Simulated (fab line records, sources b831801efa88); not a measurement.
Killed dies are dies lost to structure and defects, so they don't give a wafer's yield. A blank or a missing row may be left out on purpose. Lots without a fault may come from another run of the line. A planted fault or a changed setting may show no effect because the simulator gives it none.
One fault seen from 2 desks | flow gf180mcu | each desk has only its own numbers; what lay behind them comes last

THE TOOL OWNER'S DESK: plasma_asher-04
The tool's own readings at GF_M2_STRIP_17 (strips in O2/N2): means of the sampled wafers that have a number, for each lot that ran on this tool. A lot is out of limits, marked OUT, if its mean lies more than 4 standard deviations from the usual mean; the brackets give that distance.
Columns: A = drypump_motor_current_A at GF_M2_STRIP_17, usual 5.5 A; B = heater_power_w at GF_M2_STRIP_17, usual 315 W; C = oes_product_au at GF_M2_STRIP_17, usual 0.558 a.u.; D = strip_time_to_endpoint_s at GF_M2_STRIP_17, usual 7.88 s
lot  | first seen here | A   | B   | C     | D
L409 | day 19 01:23    | 5.4 | 304 | 0.554 | 7.86
L410 | day 19 16:17    | 5.5 | 313 | 0.559 | 7.92
L413 | day 20 22:02    | 5.5 | 311 | 0.560 | 7.90
L415 | day 21 14:53    | 5.5 | 307 | 0.562 | 7.88
L417 | day 22 07:23    | 5.4 | 299 | 0.556 | 7.95
L425 | day 25 03:00    | 5.5 | 312 | 0.557 | 7.90
L426 | day 25 08:29    | 5.4 | 297 | 0.558 | 7.86
L432 | day 26 23:59    | 5.4 | 286 | 0.557 | 7.90
This desk's finding: nothing out of limits on any of the 8 lots.

THE METROLOGY DESK
What the gauges read, lot by lot, whatever tool the lot ran on: means of the sampled wafers that have a number. A lot is out of limits, marked OUT, if its mean lies more than 4 standard deviations from the usual mean; the brackets give that distance.
Columns: A = PASSIVATION_BOW at GF_PASSIVATION_BOW_MEAS_14, usual 135 um
lot  | first seen here | A
L409 | day 28 22:03    | 138
L410 | day 29 08:50    | 128
L413 | day 30 09:18    | 133
L414 | day 30 18:07    | 142
L415 | day 30 23:44    | 152
L417 | day 31 09:22    | 131
L424 | day 33 12:43    | 160
L425 | day 33 14:38    | 143
L426 | day 33 18:11    | 125
L429 | day 34 10:27    | 123
L431 | day 34 19:29    | 144
L432 | day 34 22:22    | 145
This desk's finding: nothing out of limits on any of the 12 lots.

PUT TOGETHER
The tool owner's desk saw nothing out of limits.
The metrology desk saw nothing out of limits.

WHAT THE SIMULATOR HAD PUT IN
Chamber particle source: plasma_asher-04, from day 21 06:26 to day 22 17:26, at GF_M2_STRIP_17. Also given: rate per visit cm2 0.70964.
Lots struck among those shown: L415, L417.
